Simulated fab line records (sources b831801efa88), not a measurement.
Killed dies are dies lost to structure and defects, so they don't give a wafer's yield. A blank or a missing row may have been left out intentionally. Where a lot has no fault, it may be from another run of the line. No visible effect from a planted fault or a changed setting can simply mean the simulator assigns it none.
Which tool is to blame? / flow gf180mcu / 13 lots, 39 wafers sampled, at 4 steps of a route of 602

== WHAT THE GAUGES READ, wafer by wafer ==
GF_STI_CD_MEAS_12: the cd target is 220 nm. Usual: cd_nm reads 220.2 nm (standard deviation 1.2).
lot=L371; measured=day 2 06:31; on=cd_sem-02; cd_nm (nm)=220.2 219.3 220.3; flag=
lot=L373; measured=day 2 16:22; on=cd_sem-01; cd_nm (nm)=220.5 220.7 221.3; flag=
lot=L374; measured=day 2 22:03; on=cd_sem-02; cd_nm (nm)=217.6 219.2 217.5; flag=
lot=L376; measured=day 3 07:33; on=cd_sem-01; cd_nm (nm)=217.5 218.5 218.8; flag=
lot=L377; measured=day 3 13:28; on=cd_sem-02; cd_nm (nm)=222.8 221.7 223.5; flag=
lot=L380; measured=day 4 04:28; on=cd_sem-02; cd_nm (nm)=220.9 219.9 220.5; flag=
lot=L381; measured=day 4 11:40; on=cd_sem-02; cd_nm (nm)=222.0 221.4 220.6; flag=
lot=L382; measured=day 4 14:49; on=cd_sem-02; cd_nm (nm)=220.1 219.8 220.2; flag=
lot=L384; measured=day 5 01:14; on=cd_sem-01; cd_nm (nm)=219.3 219.1 218.8; flag=
lot=L387; measured=day 5 18:59; on=cd_sem-02; cd_nm (nm)=222.0 221.1 222.5; flag=
lot=L389; measured=day 6 02:43; on=cd_sem-01; cd_nm (nm)=220.8 220.8 220.2; flag=
lot=L391; measured=day 6 12:58; on=cd_sem-01; cd_nm (nm)=219.8 220.0 219.6; flag=
lot=L393; measured=day 7 00:58; on=cd_sem-02; cd_nm (nm)=220.1 220.7 220.0; flag=

GF_VT_IMPLANT_RS_MEAS_49: measures by four-point-probe. Usual: MVPSD_RS typically reads 1168.9 ohm/sq, with standard deviation 2.9.
lot=L371; measured=day 7 21:26; on=film_metro-04; MVPSD_RS (ohm/sq)=1170.7 1170.0 1169.1; flag=
lot=L373; measured=day 8 08:46; on=film_metro-04; MVPSD_RS (ohm/sq)=1168.8 1169.1 1174.4; flag=
lot=L374; measured=day 8 14:13; on=film_metro-02; MVPSD_RS (ohm/sq)=1169.4 1170.0 1169.5; flag=
lot=L376; measured=day 9 04:58; on=film_metro-02; MVPSD_RS (ohm/sq)=1166.8 1169.4 1170.4; flag=
lot=L377; measured=day 9 13:17; on=film_metro-04; MVPSD_RS (ohm/sq)=1169.3 1166.7 1164.8; flag=
lot=L380; measured=day 10 08:49; on=film_metro-04; MVPSD_RS (ohm/sq)=1173.8 1168.5 1171.5; flag=
lot=L381; measured=day 10 15:13; on=film_metro-01; MVPSD_RS (ohm/sq)=1166.0 1166.9 1166.1; flag=
lot=L382; measured=day 10 22:05; on=film_metro-04; MVPSD_RS (ohm/sq)=1172.6 1169.0 1168.8; flag=
lot=L384; measured=day 11 12:02; on=film_metro-02; MVPSD_RS (ohm/sq)=1198.3 1205.4 1159.9; flag=OFF
lot=L387; measured=day 12 12:20; on=film_metro-01; MVPSD_RS (ohm/sq)=1204.5 1167.7 1164.3; flag=OFF
lot=L389; measured=day 13 00:49; on=film_metro-02; MVPSD_RS (ohm/sq)=1210.7 1205.1 1165.0; flag=OFF
lot=L391; measured=day 13 12:13; on=film_metro-01; MVPSD_RS (ohm/sq)=1167.3 1170.3 1168.5; flag=
lot=L393; measured=day 14 04:31; on=film_metro-01; MVPSD_RS (ohm/sq)=1170.2 1167.4 1170.0; flag=

GF_POLY_GATE_THK_MEAS_17. Usual: POLY_GATE_OXIDATION_THK typically reads 3.98 nm, with standard deviation 0.084.
lot=L371; measured=day 9 14:26; on=film_metro-02; POLY_GATE_OXIDATION_THK (nm)=3.87 3.82 3.89; flag=
lot=L373; measured=day 10 01:46; on=film_metro-01; POLY_GATE_OXIDATION_THK (nm)=3.97 3.96 4.02; flag=
lot=L374; measured=day 10 08:35; on=film_metro-02; POLY_GATE_OXIDATION_THK (nm)=3.98 4.01 4.02; flag=
lot=L376; measured=day 11 02:26; on=film_metro-03; POLY_GATE_OXIDATION_THK (nm)=3.96 3.95 3.92; flag=
lot=L377; measured=day 11 09:11; on=film_metro-03; POLY_GATE_OXIDATION_THK (nm)=4.09 4.14 4.13; flag=
lot=L380; measured=day 12 05:30; on=film_metro-03; POLY_GATE_OXIDATION_THK (nm)=4.03 4.06 4.19; flag=
lot=L381; measured=day 12 11:53; on=film_metro-02; POLY_GATE_OXIDATION_THK (nm)=3.86 3.97 3.90; flag=
lot=L382; measured=day 12 19:50; on=film_metro-03; POLY_GATE_OXIDATION_THK (nm)=3.89 3.94 3.90; flag=
lot=L384; measured=day 13 09:59; on=film_metro-02; POLY_GATE_OXIDATION_THK (nm)=3.95 3.97 3.95; flag=
lot=L387; measured=day 14 11:31; on=film_metro-01; POLY_GATE_OXIDATION_THK (nm)=4.01 4.05 4.00; flag=
lot=L389; measured=day 15 01:46; on=film_metro-03; POLY_GATE_OXIDATION_THK (nm)=3.99 4.07 4.06; flag=
lot=L391; measured=day 15 13:19; on=film_metro-03; POLY_GATE_OXIDATION_THK (nm)=4.05 3.97 3.94; flag=
lot=L393; measured=day 16 06:08; on=film_metro-03; POLY_GATE_OXIDATION_THK (nm)=3.87 3.85 3.91; flag=

== WHAT TOOL EACH LOT RAN ON (gives the tool, then ch and the chambers of the sampled wafers, and finally the start) ==
lot=L371; GF_MVPSD_IMPLANT_09=implanter-02 ch 0, day 5 08:29
lot=L373; GF_MVPSD_IMPLANT_09=implanter-01 ch 0, day 5 17:53
lot=L374; GF_MVPSD_IMPLANT_09=implanter-04 ch 0, day 5 23:02
lot=L376; GF_MVPSD_IMPLANT_09=implanter-01 ch 0, day 6 11:35
lot=L377; GF_MVPSD_IMPLANT_09=implanter-01 ch 0, day 6 18:23
lot=L380; GF_MVPSD_IMPLANT_09=implanter-01 ch 0, day 7 11:35
lot=L381; GF_MVPSD_IMPLANT_09=implanter-01 ch 0, day 7 19:44
lot=L382; GF_MVPSD_IMPLANT_09=implanter-02 ch 0, day 8 00:23
lot=L384; GF_MVPSD_IMPLANT_09=implanter-01 ch 0, day 8 12:52
lot=L387; GF_MVPSD_IMPLANT_09=implanter-01 ch 0, day 9 09:13
lot=L389; GF_MVPSD_IMPLANT_09=implanter-01 ch 0, day 9 21:38
lot=L391; GF_MVPSD_IMPLANT_09=implanter-04 ch 0, day 10 06:29
lot=L393; GF_MVPSD_IMPLANT_09=implanter-04 ch 0, day 10 21:17
- GF_MVPSD_IMPLANT_09

== AS READ BY THE TOOLS THEMSELVES (means over the sampled wafers that have a number; for cases with no such wafer, the mark the record gives instead) ==
GF_MVPSD_IMPLANT_09. Usual: beam_on_s 9.99 s, standard deviation 0.2; faraday_current_uA 28.2, standard deviation 0.57.
lot=L371; tool=implanter-02; beam_on_s (s)=9.85; faraday_current_uA=28.6; flag=
lot=L373; tool=implanter-01; beam_on_s (s)=10.01; faraday_current_uA=28.2; flag=
lot=L374; tool=implanter-04; beam_on_s (s)=10.07; faraday_current_uA=28.0; flag=
lot=L376; tool=implanter-01; beam_on_s (s)=10.16; faraday_current_uA=27.7; flag=
lot=L377; tool=implanter-01; beam_on_s (s)=10.05; faraday_current_uA=28.0; flag=
lot=L380; tool=implanter-01; beam_on_s (s)=9.97; faraday_current_uA=28.2; flag=
lot=L381; tool=implanter-01; beam_on_s (s)=9.88; faraday_current_uA=28.5; flag=
lot=L382; tool=implanter-02; beam_on_s (s)=10.05; faraday_current_uA=28.1; flag=
lot=L384; tool=implanter-01; beam_on_s (s)=9.99; faraday_current_uA=28.1; flag=
lot=L387; tool=implanter-01; beam_on_s (s)=9.81; faraday_current_uA=28.7; flag=
lot=L389; tool=implanter-01; beam_on_s (s)=10.18; faraday_current_uA=27.7; flag=
lot=L391; tool=implanter-04; beam_on_s (s)=10.12; faraday_current_uA=27.9; flag=
lot=L393; tool=implanter-04; beam_on_s (s)=9.86; faraday_current_uA=28.6; flag=

== THE ANSWER, worked out from the rows above alone ==
Rule: take the mean of a lot's wafers that have a number; if it is more than 3 standard deviations from the usual mean, the lot is off. Also off: a lot with no number at a reading for which 4 or more lots have one. The other lots that the step has rows for count as sound. First the gauges in route order, then the tools' own readings, where a lot's mean is used as printed above. At the first step where some lot is off, the reading lying furthest off is the one used; lots without a number count as furthest.
Off: L384, L387, L389, at GF_VT_IMPLANT_RS_MEAS_49 (MVPSD_RS).
If a tool, at a process step before that reading, ran all the lots that are off and no sound lot after the first of them, it fits. Gauges at GF_VT_IMPLANT_RS_MEAS_49: tried the same way as those tools. One candidate fits, namely implanter-01 at GF_MVPSD_IMPLANT_09. Its last sound lot is L381 (day 7 19:44), its first lot that is off L384 (day 8 12:52): a fault that began between those two fits.

== WHAT THE SIMULATOR HAD PUT IN ==
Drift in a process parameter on implanter-01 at GF_MVPSD_IMPLANT_09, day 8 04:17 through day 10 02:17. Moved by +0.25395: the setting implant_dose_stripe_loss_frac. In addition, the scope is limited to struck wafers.
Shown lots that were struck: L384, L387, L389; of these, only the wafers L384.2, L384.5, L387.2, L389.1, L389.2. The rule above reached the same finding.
